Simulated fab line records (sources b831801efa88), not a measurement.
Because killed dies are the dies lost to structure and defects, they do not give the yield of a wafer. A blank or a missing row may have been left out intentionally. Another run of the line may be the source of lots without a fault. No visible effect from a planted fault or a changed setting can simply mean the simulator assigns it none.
Comparing a struck lot with a sound one :: flow sky130 :: 23 steps out of a route of 708
Sound: the wafers L316.3, L316.5, L316.6. Struck: wafers L331.2, L331.3, L331.5. The cause is given at the end.
At each step with rows: each side's tool, then ch and its chambers, then its first start. Under that, the readings that differ: sound wafers :: struck wafers :: difference of the means :: sigmas: that difference in standard deviations of wafers without a fault.
alike: words and numbers the same on both sides, and readings whose means are apart by under 2 such deviations; not compared: readings that were withheld, readings missing a value for some wafer, numbers with overlapping values and no deviation given by the record, and bounds like >300 which may hide the same value.
Wherever a step has rows on one side only, a row that says differs or no value, or a row with sigmas, the two part there. Numbers that have no deviation but don't overlap get no sigmas and don't part them. Lack of a reading on every wafer of one side parts them only where that side has two or more wafers.

SKY_LOCAL_INTERCONNECT_STRIP_15: strips in O2/N2.
  sound on plasma-asher-02 ch 0,1, day 32 19:25; struck on plasma-asher-04 ch 0,1, day 36 19:56
  alike: drypump-motor-current-A, oes-product-au, strip-time-to-endpoint-s
  not compared: rf-hours-counter-h
then, 3 steps without rows for these wafers: SKY_LOCAL_INTERCONNECT_STRIP_16 (strips in post etch residue remover, time 1200 s); SKY_LOCAL_INTERCONNECT_CLEAN_17 (cleans in IPA, time 180 s); SKY_LOCAL_INTERCONNECT_CLEAN_18 (cleans in O3/DIW).
SKY_CONTACT_CVD_00: deposits Si3N4, target thk 75 nm.
  sound on pecvd-02 ch 0,2, day 32 19:59; struck on pecvd-02 ch 0,1,2, day 36 20:32
  alike: heater-power-w
SKY_CONTACT_THK_MEAS_01:
  sound on film-metro-02, day 32 20:02; struck on film-metro-03, day 36 20:34
  alike: CONTACT_CVD_00_THK
then, 1 step without rows for these wafers: SKY_CONTACT_HDPCVD_02 (deposits SiO2, target thk 565 nm, time 94.2 s).
SKY_CONTACT_THK_MEAS_03:
  sound on film-metro-01, day 32 20:10; struck on film-metro-01, day 36 20:42
  alike: CONTACT_HDPCVD_THK
SKY_CONTACT_CMP_04: polishes SiO2.
  sound on cmp-01 ch 0,1,3, day 32 20:18; struck on cmp-01 ch 0,1,2, day 36 22:49
  alike: motor-current-A, slurry-filter-dp-kPa, slurry-flow-ml-min, time-to-endpoint-s
SKY_CONTACT_BOW_MEAS_05:
  sound on film-metro-03, day 32 20:32; struck on film-metro-01, day 36 23:08
  alike: CONTACT_BOW
then, 2 steps without rows for these wafers: SKY_CONTACT_DEHYDRATE_06 (time 60 s); SKY_CONTACT_HMDS_07 (prime time 60 s).
SKY_CONTACT_COAT_08: resist thk 60 nm.
  sound on litho-track-01 ch 0, day 33 09:27; struck on litho-track-01 ch 0, day 37 11:41
  not compared: chill-plate-temp-C
then, 5 steps without rows for these wafers: SKY_CONTACT_COAT_09 (resist thk 450 nm); SKY_CONTACT_SOFTBAKE_10 (time 90 s); SKY_CONTACT_EXPOSE_11 (exposes mask CTM1, target cd 170 nm); SKY_CONTACT_PEB_12; SKY_CONTACT_DEVELOP_13 (develop time 60 s).
SKY_CONTACT_CD_MEAS_14: target cd 170 nm.
  sound on cd-sem-01, day 33 22:44; struck on cd-sem-01, day 38 00:45
  alike: cd-nm
SKY_CONTACT_OVL_MEAS_15:
  sound on overlay-02, day 33 22:50; struck on overlay-01, day 38 00:52
  alike: CONTACT_OVL
SKY_CONTACT_ETCH_16: etches BARC in N2/H2, stops on SiO2, time 45.9 s, target depth 60 nm.
  sound on rie-diel-03 ch 1,2,3, day 33 22:52; struck on rie-diel-03 ch 0,3, day 38 00:53
reading: oes-product-au (a.u.)
sound: 0.852 0.854 0.850
struck: 0.934 0.937 0.941
difference: +0.085
sigmas: +18

reading: model.etch.depth-nm (nm)
sound: 60.04 60.01 59.96
struck: 70.17 70.26 70.04
difference: +10.15
sigmas: 
  alike: drypump-motor-current-A, throttle-valve-pct
  not compared: rf-hours-counter-h
SKY_CONTACT_ETCH_17: etches SiO2 in C4F8/O2/Ar, stops on Si3N4, target depth 340 nm.
  sound on rie-diel-03 ch 1,2,3, day 33 22:54; struck on rie-diel-03 ch 0,3, day 38 00:56
  alike: oes-product-au
SKY_PAD_OPEN_PROBE_99:
  the record holds rows for the sound wafers here (prober-02, day 47 13:29) but none for the struck ones

WHERE THEY PART
First at SKY_CONTACT_ETCH_16; last, within this record, at SKY_PAD_OPEN_PROBE_99.

WHY: whatever the simulator had introduced
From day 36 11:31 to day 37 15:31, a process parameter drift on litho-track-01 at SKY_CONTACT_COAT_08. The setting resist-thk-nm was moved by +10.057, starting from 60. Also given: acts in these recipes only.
